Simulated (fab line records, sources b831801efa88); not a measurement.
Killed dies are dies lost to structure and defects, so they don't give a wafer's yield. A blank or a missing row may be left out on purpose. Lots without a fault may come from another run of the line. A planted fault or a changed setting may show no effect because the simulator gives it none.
fab line records | flow gf180mcu | part 1 of 2: steps 1 to 28 of 39
record lots=5 wafers=15 last_day=33
route steps=602 shown V1@345 M2@362 V2@382
lots that met no fault: from a run of the same line without faults
start_h: hours from the record's first day to the start of the lot's first wafer shown | wait_h: hours since the lot's step before | " the same as in the row above | L1.1+2: a row that stands for several wafers | - no value, or no start given | * or withheld: withheld | < > ~ a bound
route shown NAME@n: a module of which the file shows steps, and the number in the route of the first | usual: mean/standard deviation of fault-free wafers | same: alike in all rows | chamber/n: place in a boat | sites: the reading at each site | _std_site: their standard deviation | _edge_site: outer sites' mean less inner sites' | radius_mm: how far each site lies from the wafer's centre | mask NAME#n: copy n | behind: the tool/chamber that last shaped the wafer | hold: why the lot was held/for how many hours/how that ended | device: the transistor (n, p or np) that didn't switch | end of line: the same wafers' tests at the end of the route | a step without rows: its recipe alone | killed: dies lost to structure and defects at the first sort, not the wafer's yield | map: a wafer's dies, x killed, . not, _ none there
set.NAME: the setting as run; set.NAME@STEP: as run at that earlier step | model.NAME: the simulator's own value behind a step, which no gauge read
lots at some steps of the route; a table a step, a row a wafer
services: from which hour (start_h, from the record's first day; less than 0 if before it) a tool's chamber was out of use, for how many hours, and why
## steps
# step GF_V1_SOFTBAKE_10
# recipe temp_c=130 time_s=60 resist=KrF
# columns lot.wafer tool chamber start_h wait_h
L082.1+3+6 litho_track-01 0 - -
L085.1+2+6 litho_track-01 0 - -
L089.1+3+6 litho_track-03 0 - -
L092.2+3+6 litho_track-04 0 - -
L093.1+2+3 litho_track-01 0 - -
# step GF_V1_EXPOSE_11
# recipe mask_id=Via1 target_cd_nm=260 na=0.68 source_shape=conventional sigma_outer=0.6 dose_mj=38
# columns lot.wafer tool chamber start_h wait_h mask
L082.1+3+6 krf_scanner-02 0 - - Via1#0
L085.1+2+6 krf_scanner-02 0 - - Via1#0
L089.1+3+6 krf_scanner-01 0 - - Via1#0
L092.2+3+6 krf_scanner-01 0 - - Via1#0
L093.1+2+3 krf_scanner-02 0 - - Via1#0
# step GF_V1_PEB_12
# recipe peb_temp_c=135 peb_time_s=90 resist=KrF
# columns lot.wafer tool chamber start_h wait_h
L082.1+3+6 litho_track-03 0 - -
L085.1+2+6 litho_track-01 0 - -
L089.1+3+6 litho_track-04 0 - -
L092.2+3+6 litho_track-04 0 - -
L093.1+2+3 litho_track-01 0 - -
# step GF_V1_DEVELOP_13
# recipe develop_time_s=60 resist=KrF dev_temp_c=21
# columns lot.wafer tool chamber start_h wait_h
L082.1+3+6 litho_track-03 0 493.61 0.2
L085.1+2+6 litho_track-01 0 518.80 0.2
L089.1+3+6 litho_track-04 0 550.45 0.2
L092.2+3+6 litho_track-04 0 568.88 0.2
L093.1+2+3 litho_track-01 0 576.64 0.2
# step GF_V1_CD_MEAS_14
# recipe target_cd_nm=260
# usual cd_nm=260.1/1.2
# columns lot.wafer tool chamber start_h wait_h cd_nm
L082.1 cd_sem-01 - 493.76 0.1 259.0
L082.3 " - " " 256.7
L082.6 " - " " 257.3
L085.1 cd_sem-02 - 518.95 0.1 260.5
L085.2 " - " " 259.7
L085.6 " - " " 260.9
L089.1 cd_sem-02 - 550.60 0.1 262.1
L089.3 " - " " 262.0
L089.6 " - " " 262.8
L092.2 cd_sem-02 - 569.02 0.1 258.5
L092.3 " - " " 259.1
L092.6 " - " " 259.8
L093.1 cd_sem-01 - 576.79 0.1 259.6
L093.2 " - " " 259.7
L093.3 " - " " 259.1
# step GF_V1_OVL_MEAS_15
# usual V1_OVL=1/6.2
# columns lot.wafer tool chamber start_h wait_h V1_OVL[nm]
L082.1 overlay-01 - 493.88 0.1 -9
L082.3 " - " " 3
L082.6 " - " " 3
L085.1 overlay-01 - 519.07 0.1 -1
L085.2 " - " " 3
L085.6 " - " " 1
L089.1 overlay-01 - 550.72 0.1 6
L089.3 " - " " 7
L089.6 " - " " 7
L092.2 overlay-02 - 569.13 0.1 3
L092.3 " - " " 4
L092.6 " - " " 1
L093.1 overlay-01 - 576.91 0.1 -6
L093.2 " - " " 2
L093.3 " - " " -5
# step GF_V1_ETCH_16
# recipe chemistry=N2/H2 target_depth_a=withheld overetch_a=withheld time_s=withheld target=BARC ion_energy_ev=200 source_w=500 bias_w=100 pressure_mtorr=30 n2_flow_sccm=100 h2_flow_sccm=200
# usual drypump_motor_current_A=5.8/0.41 n2_flow_sccm=100.0/0.32 oes_product_au=0.855/0.0047 throttle_valve_pct=13.225/0.0089
# columns lot.wafer tool chamber start_h wait_h drypump_motor_current_A n2_flow_sccm oes_product_au throttle_valve_pct
L082.1 rie_diel-03 0 493.92 0.0 6.0 99.8 0.848 13.223
L082.3 " 2 " " 5.3 100.1 0.848 13.219
L082.6 " 3 " " 5.0 99.5 0.851 13.220
L085.1 rie_diel-01 3 519.10 0.0 6.0 100.1 0.854 13.223
L085.2 " 1 " " 5.9 99.9 0.853 13.237
L085.6 " 2 " " 5.8 100.2 0.858 13.206
L089.1 rie_diel-01 1 550.76 0.0 5.9 99.4 0.857 13.244
L089.3 " 2 " " 5.8 99.9 0.853 13.228
L089.6 " 1 " " 5.9 99.4 0.856 13.229
L092.2 rie_diel-03 2 569.16 0.0 5.3 100.1 0.851 13.231
L092.3 " 3 " " 5.0 99.5 0.859 13.228
L092.6 " 3 " " 5.0 99.8 0.858 13.216
L093.1 rie_diel-03 0 576.95 0.0 6.0 100.1 0.845 13.222
L093.2 " 1 " " 5.6 100.0 0.861 13.222
L093.3 " 3 " " 5.0 100.0 0.851 13.209
# step GF_V1_ETCH_17
# recipe chemistry=C4F8/O2/Ar mask_material=KrF target=SiO2 stop_on=TiN source_w=1500 bias_w=1200 pressure_mtorr=40 c4f8_flow_sccm=withheld O2_flow_sccm=6 Ar_flow_sccm=300 time_s=withheld target_depth_a=6300
# usual oes_product_au=0.856/0.0049
# columns lot.wafer tool chamber start_h wait_h oes_product_au
L082.1 rie_diel-03 0 - - 0.852
L082.3 " 2 " " 0.855
L082.6 " 3 " " 0.858
L085.1 rie_diel-01 3 - - 0.861
L085.2 " 1 " " 0.852
L085.6 " 2 " " 0.861
L089.1 rie_diel-01 1 - - 0.858
L089.3 " 2 " " 0.861
L089.6 " 1 " " 0.852
L092.2 rie_diel-03 2 - - 0.851
L092.3 " 3 " " 0.858
L092.6 " 3 " " 0.856
L093.1 rie_diel-03 0 - - 0.856
L093.2 " 1 " " 0.861
L093.3 " 3 " " 0.854
# step GF_V1_STRIP_18
# recipe chemistry=O2/N2 power_w=1400 pressure_mtorr=1500 platen_temp_c=250 o2_flow_sccm=3000 n2_flow_sccm=300 overash_fraction=0.5
# usual drypump_motor_current_A=5.7/0.55 heater_power_w=330/29 n2_flow_sccm=300.1/1 oes_product_au=0.592/0.0049
# columns lot.wafer tool chamber start_h wait_h drypump_motor_current_A heater_power_w n2_flow_sccm oes_product_au rf_hours_counter_h
L082.1 plasma_asher-04 0 494.05 - 5.2 317 298.6 0.590 84
L082.3 " 1 " " 5.2 303 299.4 0.589 -
L082.6 " 1 " " 5.2 303 300.9 0.582 -
L085.1 plasma_asher-02 0 519.23 - 5.4 339 299.5 0.595 11
L085.2 " 1 " " 6.8 363 299.3 0.592 11
L085.6 " 0 " " 5.4 334 300.7 0.587 -
L089.1 plasma_asher-01 0 550.89 - 5.6 287 298.7 0.587 64
L089.3 " 1 " " 6.1 361 301.1 0.587 -
L089.6 " 0 " " 5.6 287 299.7 0.589 -
L092.2 plasma_asher-02 0 569.29 - 5.4 341 299.2 0.595 16
L092.3 " 1 " " 6.7 368 299.0 0.581 -
L092.6 " 1 " " 6.8 371 300.0 0.595 -
L093.1 plasma_asher-01 0 577.08 - 5.6 296 300.5 0.596 67
L093.2 " 1 " " 6.1 360 299.8 0.589 67
L093.3 " 0 " " 5.6 294 299.5 0.590 -
# step GF_V1_STRIP_19
# recipe chemistry=post_etch_residue_remover time_s=1200 temp_c=72.5
# usual bath_guard_temp_C=72.6/0.46
# columns lot.wafer tool chamber start_h wait_h bath_guard_temp_C
L082.1 wet_bench-04 1 494.15 0.1 72.7
L082.3 " 1 " " 72.8
L082.6 " 1 " " 72.9
L085.1 wet_bench-01 1 519.33 0.1 71.9
L085.2 " 1 " " 72.2
L085.6 " 1 " " 72.1
L089.1 wet_bench-04 0 550.99 0.1 73.1
L089.3 " 0 " " 73.1
L089.6 " 0 " " 72.8
L092.2 wet_bench-03 1 569.39 0.1 73.1
L092.3 " 1 " " 73.0
L092.6 " 1 " " 73.1
L093.1 wet_bench-01 2 577.18 0.1 73.1
L093.2 " 2 " " 73.6
L093.3 " 2 " " 73.4
# step GF_V1_CLEAN_20
# recipe chemistry=DIW dry=n2_spin
# columns lot.wafer tool chamber start_h wait_h
L082.1+3+6 wet_bench-01 1 494.49 0.0
L085.1+2+6 wet_bench-04 1 519.67 0.0
L089.1+3+6 wet_bench-01 2 551.33 0.0
L092.2+3+6 wet_bench-01 3 569.76 0.0
L093.1+2+3 wet_bench-03 0 577.55 0.0
# step GF_V1_SPUTTER_21
# recipe material=Ti target_thk_nm=15 chamber_pressure_pa=5 power_w=2500 substrate_temp_c=200 time_s=80.02
# usual throttle_valve_pct=30.1/1
# columns lot.wafer tool chamber start_h wait_h throttle_valve_pct
L082.1 pvd_sputter-02 - 494.59 0.0 29.8
L082.3 " - " " 30.1
L082.6 " - " " 29.7
L085.1 pvd_sputter-02 - 519.76 0.0 30.0
L085.2 " - " " 30.9
L085.6 " - " " 30.9
L089.1 pvd_sputter-04 - 551.43 0.0 31.2
L089.3 " - " " 29.9
L089.6 " - " " 28.6
L092.2 pvd_sputter-02 - 569.85 0.0 30.1
L092.3 " - " " 30.6
L092.6 " - " " 29.3
L093.1 pvd_sputter-01 - 577.64 0.0 31.8
L093.2 " - " " 30.4
L093.3 " - " " 29.1
# step GF_V1_SPUTTER_22
# recipe material=TiN target_thk_nm=10 chamber_pressure_pa=5 power_w=4000 time_s=40
# usual throttle_valve_pct=30.1/1
# columns lot.wafer tool chamber start_h wait_h throttle_valve_pct
L082.1 pvd_sputter-02 - 494.65 0.0 29.7
L082.3 " - " " 30.0
L082.6 " - " " 30.0
L085.1 pvd_sputter-02 - 519.82 0.0 30.1
L085.2 " - " " 30.8
L085.6 " - " " 30.6
L089.1 pvd_sputter-04 - 551.49 0.0 30.9
L089.3 " - " " 30.1
L089.6 " - " " 28.3
L092.2 pvd_sputter-02 - 569.91 0.0 29.9
L092.3 " - " " 30.7
L092.6 " - " " 29.4
L093.1 pvd_sputter-01 - 577.70 0.0 31.7
L093.2 " - " " 30.5
L093.3 " - " " 29.3
# step GF_V1_CVD_23
# recipe material=W target_thk_nm=350 time_s=105.05 temp_c=400 pressure_torr=40
# usual heater_power_w=840/120
# columns lot.wafer tool chamber start_h wait_h heater_power_w
L082.1 cvd_w-01 0 494.69 0.0 728
L082.3 " 0 " " 758
L082.6 " 1 " " 980
L085.1 cvd_w-01 0 519.86 0.0 756
L085.2 " 1 " " 1001
L085.6 " 1 " " 989
L089.1 cvd_w-01 1 551.53 0.0 980
L089.3 " 0 " " 760
L089.6 " 0 " " 765
L092.2 cvd_w-02 1 569.95 0.0 703
L092.3 " 0 " " 864
L092.6 " 1 " " 679
L093.1 cvd_w-01 0 577.74 0.0 766
L093.2 " 1 " " 1006
L093.3 " 0 " " 752
# step GF_V1_RS_MEAS_24
# recipe thk_meas_gauge=four-point-probe reads=W_of_V1_CVD_23+TiN_of_V1_SPUTTER_22+Ti_of_V1_SPUTTER_21
# usual V1_W_RS=0.329/0.0036
# columns lot.wafer tool chamber start_h wait_h V1_W_RS[ohm/sq]
L082.1 film_metro-04 - 494.80 0.1 0.330
L082.3 " - " " 0.336
L082.6 " - " " 0.334
L085.1 film_metro-03 - 519.98 0.1 0.331
L085.2 " - " " 0.328
L085.6 " - " " 0.329
L089.1 film_metro-03 - 551.64 0.1 0.323
L089.3 " - " " 0.326
L089.6 " - " " 0.326
L092.2 film_metro-03 - 570.08 0.1 0.327
L092.3 " - " " 0.332
L092.6 " - " " 0.323
L093.1 film_metro-03 - 577.86 0.1 0.323
L093.2 " - " " 0.329
L093.3 " - " " 0.326
# step GF_V1_THK_MEAS_25
# recipe thk_meas_gauge=xrf reads=W_of_V1_CVD_23
# usual V1_W_THK=342/4.7
# columns lot.wafer tool chamber start_h wait_h V1_W_THK[nm]
L082.1 film_metro-04 - 494.92 0.1 345
L082.3 " - " " 340
L082.6 " - " " 339
L085.1 film_metro-03 - 520.10 0.1 333
L085.2 " - " " 337
L085.6 " - " " 336
L089.1 film_metro-03 - 551.76 0.1 350
L089.3 " - " " 345
L089.6 " - " " 344
L092.2 film_metro-03 - 570.19 0.1 342
L092.3 " - " " 339
L092.6 " - " " 344
L093.1 film_metro-03 - 577.98 0.1 346
L093.2 " - " " 339
L093.3 " - " " 342
# step GF_V1_CMP_26
# recipe stop_on=SiO2 down_force_psi=3.5 platen_rpm=60 t_overpolish_s=15 target_thk_nm=0 pad_velocity_m_s=0.94248
# usual head_pressure_psi=3.500/0.0078 motor_current_A=11.3/1.2 overpolish_run_s=15.000/0.0086 platen_rpm=60.00/0.041 retaining_ring_pressure_frac=1.001/0.0053 time_to_endpoint_s=86/3.1
# columns lot.wafer tool chamber start_h wait_h head_pressure_psi motor_current_A overpolish_run_s platen_rpm retaining_ring_pressure_frac time_to_endpoint_s
L082.1 cmp-02 2 495.08 0.1 3.515 12.1 15.001 59.96 0.995 89
L082.3 " 3 " " 3.499 11.5 15.021 60.06 0.999 80
L082.6 " 0 " " 3.491 10.0 14.987 59.98 1.005 89
L085.1 cmp-01 3 520.21 0.1 3.502 10.1 14.997 60.05 0.992 83
L085.2 " 0 " " 3.500 11.5 15.017 60.02 1.003 84
L085.6 " 3 " " 3.497 10.1 14.994 60.08 0.993 82
L089.3 cmp-01 0 551.87 0.1 3.497 12.1 15.001 60.05 0.998 86
L089.1 " 1 " " 3.503 11.0 14.992 60.01 0.998 88
L089.6 " 0 " " 3.497 12.2 14.984 60.05 1.003 87
L092.3 cmp-01 3 570.29 0.1 3.509 10.0 15.006 60.07 1.003 84
L092.2 " 0 " " 3.505 11.9 14.989 60.06 1.003 84
L092.6 " 2 " " 3.493 9.4 15.010 60.00 1.010 86
L093.1 cmp-02 1 578.04 0.1 3.479 13.7 14.994 60.04 1.008 92
L093.3 " 2 " " 3.495 11.2 14.998 60.01 0.999 92
L093.2 " 3 " " 3.509 12.3 14.996 60.00 0.998 85
# step GF_M2_SPUTTER_00
# recipe material=Ti target_thk_nm=37.5 arriving_ion_energy_ev=80 substrate_temp_c=200 chamber_pressure_pa=2 power_w=4000 time_s=150
# usual throttle_valve_pct=30.1/1.1
# columns lot.wafer tool chamber start_h wait_h throttle_valve_pct
L082.1 pvd_sputter-01 - 495.28 0.1 31.6
L082.3 " - " " 31.9
L082.6 " - " " 31.8
L085.1 pvd_sputter-04 - 520.46 0.2 30.3
L085.2 " - " " 29.0
L085.6 " - " " 30.7
L089.1 pvd_sputter-03 - 552.12 0.1 29.2
L089.3 " - " " 31.3
L089.6 " - " " 31.3
L092.2 pvd_sputter-04 - 570.54 0.1 30.2
L092.3 " - " " 30.8
L092.6 " - " " 30.1
L093.1 pvd_sputter-04 - 578.34 0.2 30.7
L093.2 " - " " 29.3
L093.3 " - " " 30.3
# step GF_M2_SPUTTER_01
# recipe material=TiN target_thk_nm=30 power_w=6500 time_s=25 chamber_pressure_pa=0.4
# usual throttle_valve_pct=30.1/1.1
# columns lot.wafer tool chamber start_h wait_h throttle_valve_pct
L082.1 pvd_sputter-01 - 495.38 0.1 31.5
L082.3 " - " " 32.1
L082.6 " - " " 31.6
L085.1 pvd_sputter-04 - 520.56 0.1 30.1
L085.2 " - " " 29.3
L085.6 " - " " 30.9
L089.1 pvd_sputter-03 - 552.22 0.1 29.0
L089.3 " - " " 31.5
L089.6 " - " " 31.6
L092.2 pvd_sputter-04 - 570.64 0.1 30.2
L092.3 " - " " 31.0
L092.6 " - " " 29.9
L093.1 pvd_sputter-04 - 578.44 0.1 30.8
L093.2 " - " " 29.1
L093.3 " - " " 30.2
# step GF_M2_SPUTTER_02
# recipe material=AlCu target_thk_nm=450 power_w=10600 time_s=23.9 chamber_pressure_pa=0.4
# usual throttle_valve_pct=30.1/1.1
# columns lot.wafer tool chamber start_h wait_h throttle_valve_pct
L082.1 pvd_sputter-01 - 495.41 0.0 31.8
L082.3 " - " " 31.7
L082.6 " - " " 31.7
L085.1 pvd_sputter-04 - 520.59 0.0 29.8
L085.2 " - " " 29.2
L085.6 " - " " 31.0
L089.1 pvd_sputter-03 - 552.25 0.0 29.3
L089.3 " - " " 31.5
L089.6 " - " " 31.5
L092.2 pvd_sputter-04 - 570.67 0.0 30.1
L092.3 " - " " 30.9
L092.6 " - " " 30.0
L093.1 pvd_sputter-04 - 578.47 0.0 30.8
L093.2 " - " " 28.9
L093.3 " - " " 30.1
# step GF_M2_SPUTTER_03
# recipe material=Ti target_thk_nm=10 substrate_temp_c=300 chamber_pressure_pa=0.3 power_w=3000 time_s=6.7
# usual throttle_valve_pct=30.1/1.1
# columns lot.wafer tool chamber start_h wait_h throttle_valve_pct
L082.1 pvd_sputter-01 - 495.44 0.0 31.6
L082.3 " - " " 32.0
L082.6 " - " " 31.9
L085.1 pvd_sputter-04 - 520.62 0.0 30.0
L085.2 " - " " 29.4
L085.6 " - " " 31.0
L089.1 pvd_sputter-03 - 552.28 0.0 29.3
L089.3 " - " " 31.4
L089.6 " - " " 31.4
L092.2 pvd_sputter-04 - 570.70 0.0 30.1
L092.3 " - " " 31.1
L092.6 " - " " 30.2
L093.1 pvd_sputter-04 - 578.50 0.0 30.9
L093.2 " - " " 29.1
L093.3 " - " " 30.2
# step GF_M2_SPUTTER_04
# recipe material=TiN target_thk_nm=50 power_w=6500 time_s=41.7 chamber_pressure_pa=0.4
# usual throttle_valve_pct=30.1/1.1
# columns lot.wafer tool chamber start_h wait_h throttle_valve_pct
L082.1 pvd_sputter-01 - 495.46 0.0 31.6
L082.3 " - " " 31.9
L082.6 " - " " 31.3
L085.1 pvd_sputter-04 - 520.64 0.0 30.3
L085.2 " - " " 29.1
L085.6 " - " " 31.3
L089.1 pvd_sputter-03 - 552.30 0.0 29.3
L089.3 " - " " 31.6
L089.6 " - " " 31.6
L092.2 pvd_sputter-04 - 570.72 0.0 30.1
L092.3 " - " " 30.8
L092.6 " - " " 30.0
L093.1 pvd_sputter-04 - 578.52 0.0 30.9
L093.2 " - " " 29.0
L093.3 " - " " 30.2
# step GF_M2_RS_MEAS_05
# recipe thk_meas_gauge=four-point-probe reads=TiN_of_M2_SPUTTER_04+Ti_of_M2_SPUTTER_03+AlCu_of_M2_SPUTTER_02+TiN_of_M2_SPUTTER_01+Ti_of_M2_SPUTTER_00
# usual M2_ALCU_RS=0.0689/0.0007
# columns lot.wafer tool chamber start_h wait_h M2_ALCU_RS[ohm/sq]
L082.1 film_metro-01 - 495.50 0.0 0.0685
L082.3 " - " " 0.0692
L082.6 " - " " 0.0686
L085.1 film_metro-03 - 520.68 0.0 0.0681
L085.2 " - " " 0.0681
L085.6 " - " " 0.0690
L089.1 film_metro-01 - 552.34 0.0 0.0697
L089.3 " - " " 0.0683
L089.6 " - " " 0.0683
L092.2 film_metro-03 - 570.78 0.0 0.0687
L092.3 " - " " 0.0692
L092.6 " - " " 0.0680
L093.1 film_metro-03 - 578.56 0.0 0.0693
L093.2 " - " " 0.0691
L093.3 " - " " 0.0694
# step GF_M2_THK_MEAS_06
# recipe thk_meas_gauge=xrf reads=AlCu_of_M2_SPUTTER_02
# usual M2_ALCU_THK=453/5.2
# columns lot.wafer tool chamber start_h wait_h M2_ALCU_THK[nm]
L082.1 film_metro-01 - 495.62 0.1 456
L082.3 " - " " 452
L082.6 " - " " 458
L085.1 film_metro-03 - 520.80 0.1 457
L085.2 " - " " 458
L085.6 " - " " 453
L089.1 film_metro-01 - 552.46 0.1 445
L089.3 " - " " 454
L089.6 " - " " 456
L092.2 film_metro-03 - 570.89 0.1 453
L092.3 " - " " 451
L092.6 " - " " 459
L093.1 film_metro-03 - 578.68 0.1 451
L093.2 " - " " 452
L093.3 " - " " 453
# step GF_M2_DEHYDRATE_07
# recipe temp_c=200 time_s=60
# columns lot.wafer tool chamber start_h wait_h
L082.1+3+6 litho_track-03 0 506.96 11.3
L085.1+2+6 litho_track-03 0 531.66 10.9
L089.1+3+6 litho_track-03 0 563.31 10.8
L092.2+3+6 litho_track-01 0 580.57 9.7
L093.1+2+3 litho_track-02 0 588.45 9.8
# step GF_M2_HMDS_08
# recipe prime_time_s=60 prime_temp_c=120
# same prime_time_s=60
# columns lot.wafer tool chamber start_h wait_h
L082.1+3+6 litho_track-03 0 507.11 0.1
L085.1+2+6 litho_track-03 0 531.81 0.1
L089.1+3+6 litho_track-03 0 563.46 0.1
L092.2+3+6 litho_track-01 0 580.72 0.1
L093.1+2+3 litho_track-02 0 588.60 0.1
# step GF_M2_COAT_09
# recipe resist=KrF spin_rpm=withheld resist_thk_nm=1000
# columns lot.wafer tool chamber start_h wait_h
L082.1+3+6 litho_track-03 0 507.26 0.1
L085.1+2+6 litho_track-03 0 531.96 0.1
L089.1+3+6 litho_track-03 0 563.61 0.1
L092.2+3+6 litho_track-01 0 580.87 0.1
L093.1+2+3 litho_track-02 0 588.75 0.1
# step GF_M2_SOFTBAKE_10
# recipe temp_c=130 time_s=60 resist=KrF
# columns lot.wafer tool chamber start_h wait_h
L082.1+3+6 litho_track-03 0 507.41 0.1
L085.1+2+6 litho_track-03 0 532.11 0.1
L089.1+3+6 litho_track-03 0 563.76 0.1
L092.2+3+6 litho_track-01 0 581.02 0.1
L093.1+2+3 litho_track-02 0 588.90 0.1
